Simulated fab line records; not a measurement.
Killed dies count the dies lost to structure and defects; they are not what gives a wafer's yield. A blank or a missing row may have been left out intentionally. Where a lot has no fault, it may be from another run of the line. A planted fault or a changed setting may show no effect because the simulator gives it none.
fab line records -- flow sky130
[record] lots = 11, wafers = 31, lastDay = 51
route steps=708 shown VT_ADJUST_HVTP@95 VT_ADJUST_HVTR@141 SONOS_ONO@183 GATE_OXIDE@200 PAD_OPEN@708
lots that met no fault: taken from a fault-free run of the same line
startH: hours from the record's opening day to when the first of the lot's shown wafers began -- waitH: hours elapsed since this lot's preceding step -- " the same as in the row above -- L1.1+2: a row that stands for several wafers -- - either no value or no given start -- * or withheld: withheld -- < > ~ a bound
route shown NAME@n: names a module that has steps shown in the file, with the first one's number in the route -- usual: mean/standard deviation taken from wafers without a fault -- same: alike in all rows -- chamber/n: place in a boat -- sites: readings site by site -- _std_site: standard deviation of those values -- _edge_site: the outer-site mean with the inner-site mean subtracted -- radiusMm: how far each site lies from the wafer's centre -- mask NAME#n: copy n -- behind: the most recent tool/chamber to have shaped the wafer -- hold: cause of the lot's hold/its duration in hours/its outcome -- device: whichever transistor did not switch (one of n, p or np) -- end of line: the route-end tests of the same wafers -- a step without rows: its recipe alone -- killed: dies lost to structure and defects at the first sort, not the wafer's yield -- map: per-die view of a wafer (x killed, . not killed, _ where there is no die)
set.NAME: the setting the step ran with; set.NAME@STEP: the setting that earlier step ran with -- model.NAME: the simulator's own value behind a step, which no gauge read
the route's steps for a sample of lots (tables are steps, rows are wafers)
services: from which hour (startH, from the record's first day; less than 0 if before it) a tool's chamber was out of use, for how many hours, and why
[[steps]]
[step SKY_VT_ADJUST_HVTP_STRIP_10]
[recipe] chemistry = O2/N2, powerW = 1400, pressureMtorr = 1500, platenTempC = withheld, o2FlowSccm = 3000, n2FlowSccm = 300, overashFraction = 0.5
[usual] drypumpMotorCurrentA = 5.5/0.41, oesProductAu = 0.716/0.0043, stripTimeToEndpointS = 14.16/0.048
lot.wafer,tool,chamber,startH,waitH,drypumpMotorCurrentA,oesProductAu,rfHoursCounterH,stripTimeToEndpointS
L296.1,plasmaAsher-04,1,138.17,0.1,6.1,0.711,30,14.17
L296.5,plasmaAsher-04,1,138.17,0.1,6.1,0.720,-,14.15
L296.6,plasmaAsher-04,0,138.17,0.1,5.3,0.711,-,14.15
L295.1,plasmaAsher-01,0,140.32,0.1,6.0,0.722,48,14.14
L295.3,plasmaAsher-01,1,140.32,0.1,5.1,0.720,-,14.08
L295.5,plasmaAsher-01,0,140.32,0.1,6.0,0.710,-,14.10
L301.1,plasmaAsher-01,1,173.60,0.1,5.1,0.715,52,14.09
L301.2,plasmaAsher-01,0,173.60,0.1,6.0,0.715,52,14.11
L303.1,plasmaAsher-01,1,183.26,0.1,5.1,0.715,53,14.16
L303.4,plasmaAsher-01,0,183.26,0.1,5.9,0.720,-,14.24
L308.1,plasmaAsher-03,0,217.87,0.1,5.5,0.721,53,14.24
L308.4,plasmaAsher-03,0,217.87,0.1,5.4,0.712,-,14.19
L308.5,plasmaAsher-03,1,217.87,0.1,5.2,0.713,-,14.24
L309.1,plasmaAsher-01,0,225.41,0.1,6.0,0.715,57,14.18
L309.2,plasmaAsher-01,1,225.41,0.1,5.1,0.713,57,14.18
L309.4,plasmaAsher-01,1,225.41,0.1,5.1,0.725,-,14.19
L310.1,plasmaAsher-03,1,228.92,0.1,5.2,0.715,54,14.20
L310.2,plasmaAsher-03,0,228.92,0.1,5.4,0.709,54,14.24
L310.3,plasmaAsher-03,0,228.92,0.1,5.4,0.720,-,14.18
L312.1,plasmaAsher-04,0,240.00,0.1,5.3,0.720,40,14.14
L312.3,plasmaAsher-04,1,240.00,0.1,6.1,0.709,-,14.21
L312.5,plasmaAsher-04,1,240.00,0.1,6.1,0.710,-,14.14
L313.2,plasmaAsher-03,1,248.40,0.1,5.2,0.720,56,14.20
L313.3,plasmaAsher-03,0,248.40,0.1,5.4,0.715,-,14.20
L313.6,plasmaAsher-03,1,248.40,0.1,5.2,0.719,-,14.19
L315.2,plasmaAsher-03,1,263.35,0.1,5.2,0.714,57,14.21
L315.3,plasmaAsher-03,1,263.35,0.1,5.2,0.715,-,14.19
L315.6,plasmaAsher-03,0,263.35,0.1,5.4,0.712,-,14.20
L316.4,plasmaAsher-01,1,267.30,0.1,5.2,0.720,-,14.13
L316.5,plasmaAsher-01,1,267.30,0.1,5.1,0.722,-,14.13
L316.6,plasmaAsher-01,0,267.30,0.1,6.0,0.713,-,14.19
[step SKY_VT_ADJUST_HVTR_STRIP_10]
[recipe] chemistry = O2/N2, powerW = 1400, pressureMtorr = 1500, platenTempC = withheld, o2FlowSccm = 3000, n2FlowSccm = 300, overashFraction = 0.5
[usual] drypumpMotorCurrentA = 5.8/0.4, oesProductAu = 0.715/0.0046, stripTimeToEndpointS = 14.17/0.045
lot.wafer,tool,chamber,startH,waitH,drypumpMotorCurrentA,oesProductAu,rfHoursCounterH,stripTimeToEndpointS
L296.1,plasmaAsher-04,0,225.07,0.1,5.2,0.719,39,14.22
L296.5,plasmaAsher-04,0,225.07,0.1,5.3,0.717,-,14.24
L296.6,plasmaAsher-04,1,225.07,0.1,6.1,0.715,-,14.19
L295.1,plasmaAsher-02,1,225.98,0.1,6.1,0.717,10,14.23
L295.3,plasmaAsher-02,0,225.98,0.1,6.0,0.722,-,14.25
L295.5,plasmaAsher-02,1,225.98,0.1,6.1,0.717,-,14.26
L301.1,plasmaAsher-04,1,265.67,0.1,6.2,0.718,43,14.14
L301.2,plasmaAsher-04,0,265.67,0.1,5.2,0.712,43,14.10
L303.1,plasmaAsher-02,0,275.68,0.1,5.9,0.726,15,14.14
L303.4,plasmaAsher-02,1,275.68,0.1,6.1,0.713,-,14.15
L308.1,plasmaAsher-01,0,315.77,0.1,6.0,0.715,66,14.16
L308.4,plasmaAsher-01,1,315.77,0.1,5.1,0.721,-,14.09
L308.5,plasmaAsher-01,0,315.77,0.1,6.0,0.719,-,14.06
L309.1,plasmaAsher-02,0,323.93,0.1,6.0,0.724,20,14.15
L309.2,plasmaAsher-02,1,323.93,0.1,6.1,0.718,20,14.11
L309.4,plasmaAsher-02,0,323.93,0.1,6.0,0.717,-,14.17
L310.1,plasmaAsher-01,0,328.52,0.1,6.0,0.712,67,14.14
L310.2,plasmaAsher-01,1,328.52,0.1,5.1,0.717,67,14.20
L310.3,plasmaAsher-01,1,328.52,0.1,5.1,0.718,-,14.16
L312.1,plasmaAsher-04,0,341.92,0.1,5.3,0.705,50,14.24
L312.3,plasmaAsher-04,0,341.92,0.1,5.3,0.714,-,14.23
L312.5,plasmaAsher-04,0,341.92,0.1,5.3,0.711,-,14.18
L313.2,plasmaAsher-02,1,349.87,0.1,6.1,0.714,22,14.11
L313.3,plasmaAsher-02,0,349.87,0.1,6.0,0.715,-,14.16
L313.6,plasmaAsher-02,0,349.87,0.1,6.0,0.708,-,14.10
L315.2,plasmaAsher-01,0,369.07,0.1,5.9,0.713,71,14.19
L315.3,plasmaAsher-01,1,369.07,0.1,5.2,0.722,-,14.23
L315.6,plasmaAsher-01,0,369.07,0.1,6.0,0.713,-,14.19
L316.4,plasmaAsher-01,1,373.58,0.1,5.1,0.717,-,14.13
L316.5,plasmaAsher-01,0,373.58,0.1,6.0,0.724,-,14.16
L316.6,plasmaAsher-01,1,373.58,0.1,5.1,0.718,-,14.15
[step SKY_SONOS_ONO_ETCH_15]
[recipe] targetDepthNm = 19.52, chemistry = CHF3/O2, sourceW = 600, biasW = 200, pressureMtorr = 40, chf3FlowSccm = 50, O2_flow_sccm = 5, timeS = 7.8
[usual] drypumpMotorCurrentA = 5.9/0.55, oesProductAu = 0.996/0.0072, rfFwdPowerW = 588/3.4, throttleValvePct = 8.825/0.0094
lot.wafer,tool,chamber,startH,waitH,drypumpMotorCurrentA,oesProductAu,rfFwdPowerW,rfHoursCounterH,throttleValvePct
L296.1,rieDiel-04,1,306.62,0.0,6.0,1.007,588,109,8.849
L296.5,rieDiel-04,2,306.62,0.0,6.5,0.996,585,-,8.827
L296.6,rieDiel-04,1,306.62,0.0,6.0,1.012,588,-,8.821
L295.1,rieDiel-01,3,306.95,0.0,5.5,1.011,592,43,8.823
L295.3,rieDiel-01,2,306.95,0.0,6.3,1.013,590,2,8.819
L295.5,rieDiel-01,3,306.95,0.0,5.5,1.008,592,-,8.841
L301.1,rieDiel-01,0,350.91,0.0,5.7,1.008,588,1,8.836
L301.2,rieDiel-01,2,350.91,0.0,6.3,1.005,-,2,8.816
L303.1,rieDiel-01,1,361.02,0.0,6.1,0.997,587,9,8.817
L303.4,rieDiel-01,3,361.02,0.0,5.5,0.976,-,44,8.833
L308.1,rieDiel-04,0,409.56,0.0,4.9,0.996,584,81,8.826
L308.4,rieDiel-04,3,409.56,0.0,6.7,0.993,592,77,8.816
L308.5,rieDiel-04,2,409.56,0.0,6.4,0.982,584,-,8.823
L309.1,rieDiel-03,1,414.21,0.0,6.2,0.997,590,11,8.818
L309.2,rieDiel-03,2,414.21,0.0,5.9,1.003,589,26,8.830
L309.4,rieDiel-03,1,414.21,0.0,6.2,0.999,587,-,8.840
L310.1,rieDiel-03,3,421.89,0.0,4.9,0.996,590,3,8.837
L310.2,rieDiel-03,1,421.89,0.0,6.2,0.987,586,11,8.823
L310.3,rieDiel-03,2,421.89,0.0,5.9,0.993,590,27,8.815
L312.1,rieDiel-01,3,433.77,0.0,5.5,1.002,594,45,8.820
L312.3,rieDiel-01,1,433.77,0.0,6.0,0.997,584,11,8.838
L312.5,rieDiel-01,3,433.77,0.0,5.5,1.012,596,-,8.819
L313.2,rieDiel-03,3,442.81,0.0,4.9,0.994,589,3,8.827
L313.3,rieDiel-03,1,442.81,0.0,6.3,0.994,588,12,8.825
L313.6,rieDiel-03,2,442.81,0.0,5.9,0.997,591,-,8.818
L315.2,rieDiel-04,2,464.92,0.0,6.5,0.995,584,8,8.819
L315.3,rieDiel-04,0,464.92,0.0,4.9,0.994,584,82,8.816
L315.6,rieDiel-04,0,464.92,0.0,4.9,0.993,585,-,8.839
L316.4,rieDiel-01,3,471.32,0.0,5.5,0.998,595,46,8.810
L316.5,rieDiel-01,0,471.32,0.0,5.7,0.993,588,-,8.837
L316.6,rieDiel-01,1,471.32,0.0,6.0,1.002,585,-,8.838
[step SKY_SONOS_ONO_STRIP_17]
[recipe] chemistry = O2/N2, powerW = 1400, pressureMtorr = 1500, platenTempC = withheld, o2FlowSccm = 3000, n2FlowSccm = 300, overashFraction = 0.5
[usual] drypumpMotorCurrentA = 5.7/0.4, oesProductAu = 0.710/0.0042, stripTimeToEndpointS = 14.10/0.037
lot.wafer,tool,chamber,startH,waitH,drypumpMotorCurrentA,oesProductAu,rfHoursCounterH,stripTimeToEndpointS
L296.1,plasmaAsher-02,1,306.73,0.0,6.1,0.713,18,14.06
L296.5,plasmaAsher-02,1,306.73,0.0,6.1,0.704,-,14.08
L296.6,plasmaAsher-02,0,306.73,0.0,6.0,0.706,-,14.09
L295.1,plasmaAsher-03,1,307.05,0.0,5.2,0.715,62,14.07
L295.3,plasmaAsher-03,0,307.05,0.0,5.5,0.705,-,14.05
L295.5,plasmaAsher-03,0,307.05,0.0,5.5,0.710,-,14.07
L301.1,plasmaAsher-03,0,351.02,0.0,5.5,0.714,66,14.09
L301.2,plasmaAsher-03,1,351.02,0.0,5.2,0.708,66,14.21
L303.1,plasmaAsher-03,1,361.12,0.0,5.2,0.707,67,14.15
L303.4,plasmaAsher-03,0,361.12,0.0,5.4,0.704,-,14.29
L308.1,plasmaAsher-03,1,409.67,0.0,5.2,0.711,71,14.09
L308.4,plasmaAsher-03,0,409.67,0.0,5.4,0.704,-,14.01
L308.5,plasmaAsher-03,1,409.67,0.0,5.2,0.704,-,14.08
L309.1,plasmaAsher-01,1,414.32,0.0,5.1,0.703,75,14.09
L309.2,plasmaAsher-01,0,414.32,0.0,6.0,0.712,75,14.11
L309.4,plasmaAsher-01,1,414.32,0.0,5.1,0.710,-,14.07
L310.1,plasmaAsher-02,1,422.00,0.0,6.1,0.708,30,14.15
L310.2,plasmaAsher-02,0,422.00,0.0,5.9,0.713,30,14.11
L310.3,plasmaAsher-02,1,422.00,0.0,6.1,0.706,-,14.17
L312.1,plasmaAsher-01,1,433.88,0.0,5.1,0.707,78,14.12
L312.3,plasmaAsher-01,0,433.88,0.0,5.9,0.718,-,14.16
L312.5,plasmaAsher-01,0,433.88,0.0,6.0,0.713,-,14.09
L313.2,plasmaAsher-01,1,442.93,0.0,5.1,0.711,79,14.11
L313.3,plasmaAsher-01,1,442.93,0.0,5.1,0.714,-,14.09
L313.6,plasmaAsher-01,1,442.93,0.0,5.1,0.707,-,14.14
L315.2,plasmaAsher-03,0,465.04,0.0,5.4,0.710,3,14.11
L315.3,plasmaAsher-03,1,465.04,0.0,5.2,0.708,-,14.11
L315.6,plasmaAsher-03,0,465.04,0.0,5.4,0.710,-,14.09
L316.4,plasmaAsher-03,0,471.57,0.0,5.4,0.710,-,14.12
L316.5,plasmaAsher-03,1,471.57,0.0,5.2,0.705,-,14.10
L316.6,plasmaAsher-03,0,471.57,0.0,5.4,0.714,-,14.11
[step SKY_GATE_OXIDE_STRIP_13]
[recipe] chemistry = O2/N2, powerW = 1400, pressureMtorr = 1500, platenTempC = withheld, o2FlowSccm = 3000, n2FlowSccm = 300, overashFraction = 0.5
[usual] drypumpMotorCurrentA = 5.7/0.4, oesProductAu = 0.714/0.0048, stripTimeToEndpointS = 14.17/0.051
lot.wafer,tool,chamber,startH,waitH,drypumpMotorCurrentA,oesProductAu,rfHoursCounterH,stripTimeToEndpointS
L296.1,plasmaAsher-02,0,335.92,0.0,6.0,0.708,21,14.18
L296.5,plasmaAsher-02,0,335.92,0.0,6.0,0.721,-,14.23
L296.6,plasmaAsher-02,1,335.92,0.0,6.1,0.705,-,14.22
L295.1,plasmaAsher-03,1,336.25,0.0,5.2,0.720,64,14.12
L295.3,plasmaAsher-03,1,336.25,0.0,5.2,0.719,-,14.15
L295.5,plasmaAsher-03,1,336.25,0.0,5.2,0.716,-,14.16
L301.1,plasmaAsher-02,1,381.59,0.0,6.1,0.703,25,14.16
L301.2,plasmaAsher-02,0,381.59,0.0,6.0,0.717,25,14.11
L303.1,plasmaAsher-04,0,392.51,0.0,5.2,0.715,55,14.19
L303.4,plasmaAsher-04,1,392.51,0.0,6.1,0.710,-,14.24
L308.1,plasmaAsher-04,0,441.71,0.0,5.3,0.719,60,14.06
L308.4,plasmaAsher-04,1,441.71,0.0,6.1,0.723,-,14.07
L308.5,plasmaAsher-04,1,441.71,0.0,6.2,0.707,-,14.03
L309.1,plasmaAsher-03,0,446.85,0.0,5.4,0.720,2,14.14
L309.2,plasmaAsher-03,1,446.85,0.0,5.2,0.715,2,14.15
L309.4,plasmaAsher-03,0,446.85,0.0,5.4,0.711,-,14.19
L310.1,plasmaAsher-04,1,457.21,0.0,6.1,0.710,61,14.15
L310.2,plasmaAsher-04,0,457.21,0.0,5.2,0.712,61,14.14
L310.3,plasmaAsher-04,1,457.21,0.0,6.1,0.718,-,14.14
L312.1,plasmaAsher-03,0,468.87,0.0,5.4,0.705,4,14.14
L312.3,plasmaAsher-03,1,468.87,0.0,5.2,0.718,-,14.21
L312.5,plasmaAsher-03,0,468.87,0.0,5.5,0.703,-,14.14
L313.2,plasmaAsher-04,1,477.25,0.0,6.1,0.717,63,14.22
L313.3,plasmaAsher-04,1,477.25,0.0,6.2,0.712,-,14.23
L313.6,plasmaAsher-04,1,477.25,0.0,6.1,0.716,-,14.22
L315.2,plasmaAsher-04,0,497.66,0.0,5.3,0.716,66,14.21
L315.3,plasmaAsher-04,0,497.66,0.0,5.2,0.707,-,14.17
L315.6,plasmaAsher-04,1,497.66,0.0,6.1,0.718,-,14.18
L316.4,plasmaAsher-03,0,504.58,0.0,5.4,0.716,-,14.21
L316.5,plasmaAsher-03,0,504.58,0.0,5.4,0.714,-,14.23
L316.6,plasmaAsher-03,1,504.58,0.0,5.2,0.715,-,14.21
[step SKY_PAD_OPEN_PROBE_99]
[usual] killed_at_M0_to_M3 = 43/6.9, killed_at_M4_up = 3.2/1.6, killedAtContacts = 25/5.1, killedAtFrontEnd = 16/4.5, killedAtOther = 0.3/0.68, killedDies = 87/8.9, killedOpen = 48/6.9, killedShort = 39/6.3
[same] grossDies = 492, killedAtBackSide = 0
lot.wafer,tool,chamber,startH,waitH,killed_at_M0_to_M3,killed_at_M4_up,killedAtContacts,killedAtFrontEnd,killedAtOther,killedDies,killedOpen,killedShort
L301.1,prober-01,-,1141.63,0.1,43,5,21,10,0,79,40,39
L301.2,prober-01,-,1141.68,0.1,34,3,26,10,0,73,41,32
L303.1,prober-01,-,1148.64,0.1,38,3,46,19,1,107,53,54
L308.1,prober-02,-,1179.69,0.1,41,3,33,20,0,97,59,38
L308.4,prober-02,-,1179.84,0.2,37,4,31,14,0,86,47,39
L308.5,prober-02,-,1179.89,0.2,48,3,21,17,0,89,42,47
L309.1,prober-01,-,1184.73,0.1,50,6,29,16,0,101,61,40
L309.4,prober-01,-,1184.88,0.2,43,3,32,12,1,91,48,43
L310.3,prober-02,-,1190.88,0.2,42,4,24,8,0,78,43,35
L316.4,prober-02,-,1213.18,0.2,50,4,26,19,0,99,52,47
L316.5,prober-02,-,1213.23,0.2,45,2,20,21,2,90,52,37
L316.6,prober-02,-,1213.28,0.2,40,7,30,19,0,96,44,51
// killed by level:class
L301.1 VIA1:geometricParticle:open=11 METAL1:geometricParticle:short=6 LI_CONTACT:geometricParticle:open=5 CONTACT:geometricParticle:short=5 CONTACT:geometricParticle:open=5 VIA1:geometricParticle:short=5 VIA2:geometricParticle:open=5 POLY_GATE:geometricParticle:short=4
L301.2 CONTACT:geometricParticle:open=10 VIA1:geometricParticle:open=8 VIA3:geometricParticle:open=8 LI_CONTACT:geometricParticle:open=6 LOCAL_INTERCONNECT:geometricParticle:short=5 METAL1:geometricParticle:short=5 FIELD_ISO:geometricParticle:short=4 POLY_GATE:geometricParticle:open=4
L303.1 CONTACT:geometricParticle:open=12 CONTACT:geometricParticle:short=11 VIA1:geometricParticle:open=10 LOCAL_INTERCONNECT:geometricParticle:short=10 LI_CONTACT:geometricParticle:open=7 POLY_GATE:geometricParticle:open=6 FIELD_ISO:geometricParticle:short=5 LI_CONTACT:geometricParticle:short=5
L308.1 CONTACT:geometricParticle:open=15 VIA3:geometricParticle:open=8 VIA1:geometricParticle:open=8 LI_CONTACT:geometricParticle:open=7 VIA2:geometricParticle:open=6 FIELD_ISO:geometricParticle:open=5 POLY_GATE:geometricParticle:open=4 METAL1:geometricParticle:short=4
L308.4 CONTACT:geometricParticle:open=13 LI_CONTACT:geometricParticle:open=7 CONTACT:geometricParticle:short=6 VIA3:geometricParticle:open=6 VIA1:geometricParticle:open=6 METAL2:geometricParticle:short=5 POLY_GATE:geometricParticle:short=4 FIELD_ISO:geometricParticle:open=3
L308.5 VIA3:geometricParticle:open=8 VIA1:geometricParticle:short=7 VIA1:geometricParticle:open=7 LI_CONTACT:geometricParticle:open=6 CONTACT:geometricParticle:short=6 POLY_GATE:geometricParticle:short=5 METAL1:geometricParticle:short=5 METAL2:geometricParticle:short=4
L309.1 CONTACT:geometricParticle:open=13 VIA1:geometricParticle:open=10 VIA2:geometricParticle:open=9 VIA3:geometricParticle:open=7 CONTACT:geometricParticle:short=6 VIA2:geometricParticle:short=6 LI_CONTACT:geometricParticle:open=5 POLY_GATE:geometricParticle:open=4
L309.4 VIA1:geometricParticle:open=13 CONTACT:geometricParticle:open=12 LI_CONTACT:geometricParticle:open=7 LOCAL_INTERCONNECT:geometricParticle:short=7 VIA1:geometricParticle:short=7 VIA2:geometricParticle:open=6 CONTACT:geometricParticle:short=5 VIA3:geometricParticle:open=5
L310.3 CONTACT:geometricParticle:open=10 VIA2:geometricParticle:open=8 VIA1:geometricParticle:open=7 VIA3:geometricParticle:open=7 FIELD_ISO:geometricParticle:short=5 LI_CONTACT:geometricParticle:open=5 METAL1:geometricParticle:open=4 CONTACT:geometricParticle:short=4
L316.4 VIA1:geometricParticle:open=15 CONTACT:geometricParticle:open=9 CONTACT:geometricParticle:short=7 VIA3:geometricParticle:open=7 LOCAL_INTERCONNECT:geometricParticle:short=6 VIA1:geometricParticle:short=6 FIELD_ISO:geometricParticle:short=5 FIELD_ISO:geometricParticle:open=5
L316.5 VIA1:geometricParticle:open=16 CONTACT:geometricParticle:open=13 FIELD_ISO:geometricParticle:open=7 VIA3:geometricParticle:open=7 VIA3:geometricParticle:short=5 FIELD_ISO:geometricParticle:short=4 LOCAL_INTERCONNECT:geometricParticle:short=4 VIA2:geometricParticle:short=4
L316.6 CONTACT:geometricParticle:open=10 METAL1:geometricParticle:short=9 LI_CONTACT:geometricParticle:open=6 METAL2:geometricParticle:short=6 FIELD_ISO:geometricParticle:short=5 POLY_GATE:geometricParticle:open=5 LOCAL_INTERCONNECT:geometricParticle:short=5 CONTACT:geometricParticle:short=5
[[services]]
tool,chamber,startH,hours,kind
rieDiel-03,-,122.10,0.5,repair
plasmaAsher-04,-,133.93,1.1,repair
rieDiel-03,1,146.08,76.0,repair
rieDiel-04,3,166.35,2.0,repair
rieDiel-01,2,168.60,5.3,repair
rieDiel-03,3,173.62,2.4,repair
rieDiel-01,-,192.41,2.3,repair
rieDiel-01,-,252.87,2.8,pm
plasmaAsher-03,-,259.87,3.2,repair
plasmaAsher-04,-,286.27,1.5,repair
rieDiel-01,1,305.42,3.2,repair
plasmaAsher-03,-,310.19,1.2,repair
plasmaAsher-03,-,330.88,0.3,repair
plasmaAsher-04,-,356.70,1.1,repair
plasmaAsher-01,-,381.87,4.3,pm
plasmaAsher-03,-,386.45,11.9,repair
plasmaAsher-03,-,391.56,7.6,repair
plasmaAsher-01,-,395.95,2.1,repair
plasmaAsher-03,-,421.25,9.0,pm
rieDiel-01,3,421.48,6.1,repair
rieDiel-01,0,426.44,16.3,repair
plasmaAsher-04,-,432.84,2.8,repair
plasmaAsher-02,-,472.30,14.6,pm
plasmaAsher-02,-,500.24,4.7,repair
[[key]]
[firstSign] step = SKY_SONOS_ONO_STRIP_17, reading = stripTimeToEndpointS, direction = up, sigmas = 4, usual = *, struck = *
effect none on later readings
metAt SKY_SONOS_ONO_ETCH_15
struckLots L301,L303
struckWafers L301.2,L303.4
testerLeftOut L301,L303
notActingAt SKY_VT_ADJUST_HVTP_STRIP_10,SKY_VT_ADJUST_HVTR_STRIP_10,SKY_GATE_OXIDE_STRIP_13
onsetBetween 306.95 350.91
[fault] kind = processParameterDrift, tool = rieDiel-01, chamber = -, onsetH = 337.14, steps = SKY_SONOS_ONO_ETCH_15, channel = timeS, offset = *, shape = step, endH = 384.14, scope = struckWafersOnly, actsIn = *, stated = *
// testerLeftOut: of these lots the tester's yield and bins aren't shown, on N5 and GAA mostly nor the transistor test; their killed dies are dies lost to structure and defects alone, not to doping, threshold or leakage, so they don't give the yield
